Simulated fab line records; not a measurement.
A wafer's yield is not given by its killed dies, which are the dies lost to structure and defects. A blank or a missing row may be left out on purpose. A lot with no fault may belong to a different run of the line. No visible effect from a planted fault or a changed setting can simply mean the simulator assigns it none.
fab line records	flow sky130
record lots=6	wafers=18	last-day=50
route steps=708 shown VIA4@639 PAD_OPEN@708
lots untouched by any fault: they come from a run of this same line in which no faults occurred
start-h: hours from the record's first day to the start of the lot's first wafer shown	wait-h: hours from the lot's prior step to this one	" identical to the entry in the row above	L1.1+2: a row that stands for several wafers	- no value, or no start was given	* or withheld: withheld	< > ~ a bound
route shown NAME@n: NAME is a module with steps in the file, n the number in the route of the first one	usual: the fault-free wafers' mean and standard deviation	same: alike in all rows	chamber/n: place in a boat	sites: per-site readings	_std_site: how widely they spread, as a standard deviation	_edge_site: the outer-site mean with the inner-site mean subtracted	radius-mm: for every site, how far away it sits from the centre of the wafer	mask NAME#n: copy n	behind: the most recent tool/chamber to have shaped the wafer	hold: why the lot was held/for how many hours/how that ended	device: the n, p or np transistor that did not switch	end of line: the tests these same wafers got at the end of their route	a step given without rows: its recipe and nothing more	killed: the dies lost at the first sort to structure and to defects; this is not the yield of the wafer	map: a wafer's dies, marking killed ones x, the rest . and places with no die _
set.NAME: the setting that was run; set.NAME@STEP: the one run at that earlier step	model.NAME: the simulator's own value behind a step, which no gauge read
lots seen at some steps along the route; tables by step, rows by wafer
services: when a tool's chamber went out of use (start-h, in hours from the record's first day, below 0 if earlier), for how many hours, and the reason
## steps
# step SKY_VIA4_HDPCVD_00
# recipe material=SiO2	target-thk-nm=1750	sigma-open-frac=0.3	time-s=291.7	temp-c=400	sih4-flow-sccm=60	pressure-mtorr=6
# step SKY_VIA4_THK_MEAS_01
# recipe reads=SiO2_of_VIA4_HDPCVD_00
# usual VIA4_HDPCVD_THK=1741/20
lot.wafer	tool	chamber	start-h	wait-h	VIA4_HDPCVD_THK[nm]
L229.1	film-metro-01	-	1020.05	0.1	1714
L229.4	"	-	"	"	1709
L229.5	"	-	"	"	1759
L233.2	film-metro-02	-	1058.43	0.1	1711
L233.3	"	-	"	"	1747
L233.5	"	-	"	"	1767
L237.1	film-metro-02	-	1076.24	0.1	1773
L237.5	"	-	"	"	1740
L237.6	"	-	"	"	1777
L238.1	film-metro-02	-	1077.48	0.1	1781
L238.3	"	-	"	"	1756
L238.4	"	-	"	"	1740
L243.2	film-metro-01	-	1113.40	0.1	1707
L243.4	"	-	"	"	1734
L243.5	"	-	"	"	1739
L244.1	film-metro-02	-	1114.68	0.1	1713
L244.2	"	-	"	"	1726
L244.3	"	-	"	"	1703
# step SKY_VIA4_CMP_02
# recipe material=SiO2	down-force-psi=4	platen-rpm=60	pad-velocity-m-s=0.94248
# usual motor-current-A=12.6/1.4	platen-rpm=60.00/0.034
lot.wafer	tool	chamber	start-h	wait-h	motor-current-A	platen-rpm
L229.4	cmp-01	3	1020.11	0.0	12.2	60.01
L229.1	"	2	"	"	15.5	60.03
L229.5	"	0	"	"	14.5	59.95
L233.3	cmp-02	2	1058.53	0.1	11.6	60.00
L233.2	"	0	"	"	13.5	59.99
L233.5	"	1	"	"	11.8	60.01
L237.1	cmp-01	3	1076.45	0.2	11.4	60.03
L237.6	"	0	"	"	14.1	60.02
L237.5	"	1	"	"	12.6	59.97
L238.1	cmp-01	2	1077.54	0.1	14.6	60.00
L238.3	"	3	"	"	12.4	60.02
L238.4	"	0	"	"	13.5	59.98
L243.2	cmp-01	0	1113.45	0.0	14.5	59.99
L243.4	"	3	"	"	11.6	59.99
L243.5	"	0	"	"	14.1	59.98
L244.3	cmp-01	3	1114.74	0.0	11.9	60.03
L244.2	"	1	"	"	11.6	59.98
L244.1	"	2	"	"	14.9	59.95
# step SKY_VIA4_BOW_MEAS_03
# recipe mode=bow
# usual VIA4_BOW=79/9
lot.wafer	tool	chamber	start-h	wait-h	VIA4_BOW[um]
L229.1	film-metro-02	-	1020.41	0.1	85
L229.4	"	-	"	"	85
L229.5	"	-	"	"	95
L233.2	film-metro-04	-	1058.80	0.1	85
L233.3	"	-	"	"	78
L233.5	"	-	"	"	85
L237.1	film-metro-01	-	1076.60	0.1	97
L237.5	"	-	"	"	89
L237.6	"	-	"	"	100
L238.1	film-metro-01	-	1077.84	0.2	90
L238.3	"	-	"	"	75
L238.4	"	-	"	"	83
L243.2	film-metro-04	-	1113.78	0.3	67
L243.4	"	-	"	"	79
L243.5	"	-	"	"	73
L244.1	film-metro-02	-	1115.04	0.1	90
L244.2	"	-	"	"	80
L244.3	"	-	"	"	76
# step SKY_VIA4_DEHYDRATE_04
# recipe temp-c=200	time-s=60
# step SKY_VIA4_HMDS_05
# recipe prime-time-s=60	prime-temp-c=120
# step SKY_VIA4_COAT_06
# recipe resist=NOVOLAK	spin-rpm=3000	resist-thk-nm=1140
# step SKY_VIA4_SOFTBAKE_07
# recipe temp-c=90	time-s=60	resist=NOVOLAK
# step SKY_VIA4_EXPOSE_08
# recipe mask-id=VIM4	na=0.6	source-shape=conventional	sigma-outer=0.6	polarization=unpolarized	target-cd-nm=800	dose-mj=132
# step SKY_VIA4_PEB_09
# recipe temp-c=withheld	time-s=*	resist=NOVOLAK
# step SKY_VIA4_DEVELOP_10
# recipe resist=NOVOLAK	developer=TMAH	develop-time-s=60	dev-temp-c=23
# step SKY_VIA4_OVL_MEAS_11
# usual VIA4_OVL=1.1/1.6
lot.wafer	tool	chamber	start-h	wait-h	VIA4_OVL[nm]
L229.1	overlay-02	-	1043.08	0.1	1.6
L229.4	"	-	"	"	0.0
L229.5	"	-	"	"	2.1
L233.2	overlay-02	-	1079.50	0.1	1.4
L233.3	"	-	"	"	1.4
L233.5	"	-	"	"	1.4
L237.1	overlay-02	-	1097.79	0.1	-0.6
L237.5	"	-	"	"	0.6
L237.6	"	-	"	"	1.3
L238.1	overlay-02	-	1098.89	0.1	1.1
L238.3	"	-	"	"	1.5
L238.4	"	-	"	"	1.2
L243.2	overlay-01	-	1133.73	0.1	3.7
L243.4	"	-	"	"	2.7
L243.5	"	-	"	"	3.1
L244.1	overlay-01	-	1134.84	0.1	-0.7
L244.2	"	-	"	"	0.1
L244.3	"	-	"	"	-2.1
# step SKY_VIA4_ETCH_12
# recipe target=SiO2	chemistry=C4F8/O2/Ar	stop-on=TiN	mask-material=NOVOLAK	source-w=1500	bias-w=1200	pressure-mtorr=40	c4f8-flow-sccm=withheld	O2_flow_sccm=6	Ar_flow_sccm=300	time-s=withheld	target-depth-a=5800
# usual bias-w=1200/3.7	oes-product-au=0.926/0.0046
lot.wafer	tool	chamber	start-h	wait-h	bias-w	oes-product-au
L229.1	rie-diel-04	1	1043.11	0.0	1129	0.924
L229.4	"	2	"	"	1126	0.923
L229.5	"	0	"	"	1123	0.914
L233.2	rie-diel-04	0	1079.53	0.0	1129	0.922
L233.3	"	2	"	"	1131	0.935
L233.5	"	3	"	"	1127	0.931
L237.1	rie-diel-01	2	1097.83	0.0	1197	0.930
L237.5	"	2	"	"	1199	0.931
L237.6	"	1	"	"	1199	0.924
L238.1	rie-diel-02	0	1098.93	0.0	1202	0.919
L238.3	"	1	"	"	1200	0.925
L238.4	"	2	"	"	1206	0.931
L243.2	rie-diel-01	0	1133.76	0.0	1198	0.930
L243.4	"	2	"	"	1203	0.929
L243.5	"	1	"	"	1194	0.923
L244.1	rie-diel-04	3	1134.88	0.0	1200	0.927
L244.2	"	2	"	"	1202	0.928
L244.3	"	0	"	"	1202	0.925
# step SKY_VIA4_STRIP_13
# recipe chemistry=O2/N2	power-w=1400	pressure-mtorr=1500	platen-temp-c=withheld	o2-flow-sccm=3000	n2-flow-sccm=300	overash-fraction=0.5
# usual drypump-motor-current-A=5.9/0.55	oes-product-au=0.709/0.004	strip-time-to-endpoint-s=12.801/0.029
lot.wafer	tool	chamber	start-h	wait-h	drypump-motor-current-A	oes-product-au	rf-hours-counter-h	strip-time-to-endpoint-s
L229.1	plasma-asher-02	1	1043.18	-	6.1	0.710	122	12.831
L229.4	"	1	"	"	6.1	0.706	-	12.901
L229.5	"	0	"	"	5.0	0.714	-	12.865
L233.2	plasma-asher-04	0	1079.60	-	6.6	0.717	34	12.819
L233.3	"	0	"	"	6.6	0.706	-	12.829
L233.5	"	0	"	"	6.6	0.711	-	12.808
L237.1	plasma-asher-02	1	1097.90	-	6.0	0.705	4	12.833
L237.5	"	0	"	"	5.0	0.710	-	12.752
L237.6	"	1	"	"	6.0	0.706	-	12.833
L238.1	plasma-asher-02	1	1099.00	-	6.0	0.713	4	12.813
L238.3	"	1	"	"	6.0	0.706	-	12.837
L238.4	"	0	"	"	5.0	0.708	-	12.804
L243.2	plasma-asher-04	0	1133.84	-	6.6	0.712	39	12.841
L243.4	"	0	"	"	6.6	0.708	-	12.808
L243.5	"	1	"	"	5.8	0.707	-	12.822
L244.1	plasma-asher-02	0	1134.95	-	5.0	0.705	7	12.780
L244.2	"	1	"	"	6.1	0.721	7	12.778
L244.3	"	0	"	"	5.0	0.705	-	12.762
# step SKY_PAD_OPEN_PROBE_99
# usual defect-limited-yield=82.5/2	killed_at_M0_to_M3=44/7.4	killed_at_M4_up=3.0/1.8	killed-at-contacts=24/5.1	killed-at-front-end=15/4.3	killed-at-other=0.3/0.54	killed-dies=86/9.9	killed-open=47/7.1	killed-short=38/6.7	sort_bin_3_pad_short=0.8/0.39	sort_bin_5_function=10.4/1.5	sort_bin_6_memory=6.2/1.2	sort-n-pass=406/9.9	sort-yield-pct=82.5/2
# same gross-dies=492	killed-at-back-side=0	sort_bin_4_leakage[%]=0	sort_bin_8_speed[%]=0
lot.wafer	tool	chamber	start-h	wait-h	defect-limited-yield[%]	killed_at_M0_to_M3	killed_at_M4_up	killed-at-contacts	killed-at-front-end	killed-at-other	killed-dies	killed-open	killed-short	sort_bin_3_pad_short[%]	sort_bin_5_function[%]	sort_bin_6_memory[%]	sort-n-pass	sort-yield-pct[%]
L229.1	prober-02	-	1113.49	0.1	82.5	41	2	21	22	0	86	51	35	0.6	11.8	5.1	406	82.5
L229.4	prober-02	-	1113.64	0.2	82.3	39	1	26	21	0	87	49	38	0.8	10.4	6.5	405	82.3
L229.5	prober-02	-	1113.69	0.2	81.3	45	5	24	18	0	92	52	40	0.8	11.4	6.5	400	81.3
L233.2	prober-01	-	1144.03	0.1	79.1	51	3	32	17	0	103	68	35	0.6	13.4	6.9	389	79.1
L233.3	prober-01	-	1144.08	0.2	82.1	47	4	28	9	0	88	51	37	1.0	10.0	6.9	404	82.1
L233.5	prober-01	-	1144.18	0.2	80.1	58	3	21	16	0	98	56	42	1.4	11.6	6.9	394	80.1
L237.1	prober-01	-	1161.07	0.1	84.1	39	3	25	11	0	78	39	39	1.6	9.8	4.5	414	84.1
L237.5	prober-01	-	1161.27	0.2	79.5	52	6	27	16	0	101	46	55	1.0	13.0	6.5	391	79.5
L237.6	prober-01	-	1161.32	0.2	82.1	45	6	22	15	0	88	45	43	1.2	10.8	5.9	404	82.1
L238.1	prober-02	-	1164.71	0.1	83.7	34	3	24	18	1	80	44	36	0.6	10.0	5.7	412	83.7
L238.3	prober-02	-	1164.81	0.2	81.7	44	3	27	16	0	90	48	42	1.0	10.0	7.3	402	81.7
L238.4	prober-02	-	1164.86	0.2	81.3	37	2	26	27	0	92	52	40	1.0	10.8	6.9	400	81.3
L244.1	prober-02	-	1192.72	0.1	85.2	43	0	22	8	0	73	48	25	0.4	9.1	5.3	419	85.2
L244.2	prober-02	-	1192.77	0.1	81.3	45	2	30	15	0	92	54	38	2.2	9.3	7.1	400	81.3
L244.3	prober-02	-	1192.82	0.2	83.7	42	4	24	10	0	80	35	45	1.4	8.1	6.7	412	83.7
# killed by level:class
L229.1 VIA1:geometric-particle:open=11 FIELD_ISO:geometric-particle:open=10 CONTACT:geometric-particle:open=8 METAL2:geometric-particle:short=6 FIELD_ISO:geometric-particle:short=5 VIA2:geometric-particle:open=5 VIA3:geometric-particle:open=5 LI_CONTACT:geometric-particle:open=4
L229.4 VIA1:geometric-particle:open=12 LI_CONTACT:geometric-particle:open=10 CONTACT:geometric-particle:open=7 FIELD_ISO:geometric-particle:open=6 LOCAL_INTERCONNECT:geometric-particle:short=5 METAL1:geometric-particle:short=5 METAL2:geometric-particle:short=5 FIELD_ISO:geometric-particle:short=4
L229.5 VIA1:geometric-particle:open=10 VIA3:geometric-particle:open=9 LI_CONTACT:geometric-particle:open=8 CONTACT:geometric-particle:open=8 POLY_GATE:geometric-particle:short=6 METAL2:geometric-particle:short=6 LOCAL_INTERCONNECT:geometric-particle:short=6 POLY_GATE:geometric-particle:open=5
L233.2 VIA1:geometric-particle:open=21 CONTACT:geometric-particle:open=14 LI_CONTACT:geometric-particle:open=7 FIELD_ISO:geometric-particle:open=6 METAL1:geometric-particle:short=6 VIA3:geometric-particle:short=5 VIA3:geometric-particle:open=5 POLY_GATE:geometric-particle:open=4
L233.3 CONTACT:geometric-particle:open=10 VIA1:geometric-particle:open=10 METAL2:geometric-particle:short=8 METAL1:geometric-particle:short=6 LI_CONTACT:geometric-particle:open=6 VIA3:geometric-particle:open=6 LOCAL_INTERCONNECT:geometric-particle:short=5 VIA2:geometric-particle:open=4
L233.5 VIA1:geometric-particle:open=14 LI_CONTACT:geometric-particle:open=8 VIA3:geometric-particle:open=7 VIA2:geometric-particle:open=7 METAL2:geometric-particle:short=6 FIELD_ISO:geometric-particle:open=5 CONTACT:geometric-particle:open=5 POLY_GATE:geometric-particle:short=4
L237.1 VIA1:geometric-particle:open=11 CONTACT:geometric-particle:open=9 LI_CONTACT:geometric-particle:open=8 FIELD_ISO:geometric-particle:short=7 VIA3:geometric-particle:short=7 VIA1:geometric-particle:short=5 CONTACT:geometric-particle:short=4 METAL2:geometric-particle:short=4
L237.5 VIA1:geometric-particle:open=11 LOCAL_INTERCONNECT:geometric-particle:short=9 CONTACT:geometric-particle:open=8 VIA1:geometric-particle:short=8 METAL2:geometric-particle:short=8 VIA2:geometric-particle:open=8 FIELD_ISO:geometric-particle:short=6 LI_CONTACT:geometric-particle:open=6
L237.6 VIA1:geometric-particle:open=16 POLY_GATE:geometric-particle:short=7 METAL2:geometric-particle:short=6 VIA1:geometric-particle:short=6 VIA2:geometric-particle:open=5 CONTACT:geometric-particle:open=5 CONTACT:geometric-particle:short=5 METAL1:geometric-particle:short=5
L238.1 CONTACT:geometric-particle:short=7 VIA1:geometric-particle:open=7 LI_CONTACT:geometric-particle:open=7 METAL2:geometric-particle:short=7 VIA2:geometric-particle:open=7 FIELD_ISO:geometric-particle:short=6 VIA3:geometric-particle:open=5 SPACER:geometric-particle:short=4
L238.3 VIA1:geometric-particle:open=10 CONTACT:geometric-particle:open=9 METAL2:geometric-particle:short=8 LI_CONTACT:geometric-particle:open=6 CONTACT:geometric-particle:short=6 VIA3:geometric-particle:open=6 LI_CONTACT:geometric-particle:short=5 METAL1:geometric-particle:short=5
L238.4 CONTACT:geometric-particle:open=14 VIA1:geometric-particle:open=9 FIELD_ISO:geometric-particle:short=8 FIELD_ISO:geometric-particle:open=6 VIA3:geometric-particle:open=6 LI_CONTACT:geometric-particle:open=5 VIA2:geometric-particle:open=5 POLY_GATE:geometric-particle:short=4
L244.1 VIA2:geometric-particle:open=11 VIA1:geometric-particle:open=10 LI_CONTACT:geometric-particle:open=8 CONTACT:geometric-particle:open=8 METAL3:geometric-particle:short=5 VIA3:geometric-particle:open=5 METAL2:geometric-particle:short=4 VIA2:geometric-particle:short=4
L244.2 VIA1:geometric-particle:open=13 LI_CONTACT:geometric-particle:open=11 CONTACT:geometric-particle:open=9 CONTACT:geometric-particle:short=8 VIA3:geometric-particle:open=6 METAL1:geometric-particle:short=5 VIA2:geometric-particle:open=5 FIELD_ISO:geometric-particle:short=4
L244.3 METAL1:geometric-particle:short=10 VIA1:geometric-particle:open=9 CONTACT:geometric-particle:open=9 METAL3:geometric-particle:short=6 LI_CONTACT:geometric-particle:short=4 LI_CONTACT:geometric-particle:open=4 VIA1:geometric-particle:short=4 FIELD_ISO:geometric-particle:short=3
## services
tool	chamber	start-h	hours	kind
cmp-01	-	1007.65	2.8	repair
rie-diel-02	1	1022.27	7.2	repair
cmp-02	-	1025.99	3.0	repair
cmp-02	-	1037.27	4.6	pm
cmp-01	-	1037.71	5.1	repair
rie-diel-01	-	1046.35	0.6	repair
cmp-01	-	1048.08	6.4	pm
rie-diel-01	0	1052.26	5.7	repair
cmp-01	-	1054.51	16.6	pm
plasma-asher-02	-	1055.25	9.0	pm
plasma-asher-02	0	1055.25	9.0	vent-cycle
plasma-asher-02	1	1055.25	9.0	vent-cycle
plasma-asher-02	0	1064.25	-	clean
plasma-asher-02	1	1064.25	-	clean
cmp-01	-	1084.00	4.0	pm
cmp-02	-	1084.82	1.5	repair
cmp-01	-	1088.00	-	consumable-replace:conditioner
cmp-01	-	1088.00	-	consumable-replace:pad
rie-diel-04	2	1094.87	12.6	repair
cmp-02	-	1101.17	2.2	repair
rie-diel-01	3	1103.37	3.7	repair
## key
first-sign step=SKY_VIA4_ETCH_12	reading=bias-w	direction=down	sigmas=20	usual=1200	struck=1128
effect none on later readings
met-at SKY_VIA4_ETCH_12
struck-wafers L229.1,L229.4,L229.5,L233.2,L233.3,L233.5
fault kind=process-parameter-drift	tool=rie-diel-04	chamber=-	onset-h=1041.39	steps=SKY_VIA4_ETCH_12	channel=bias-w	offset=-71.956	shape=step	end-h=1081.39	acts-in=these-recipes-only	stated=1200
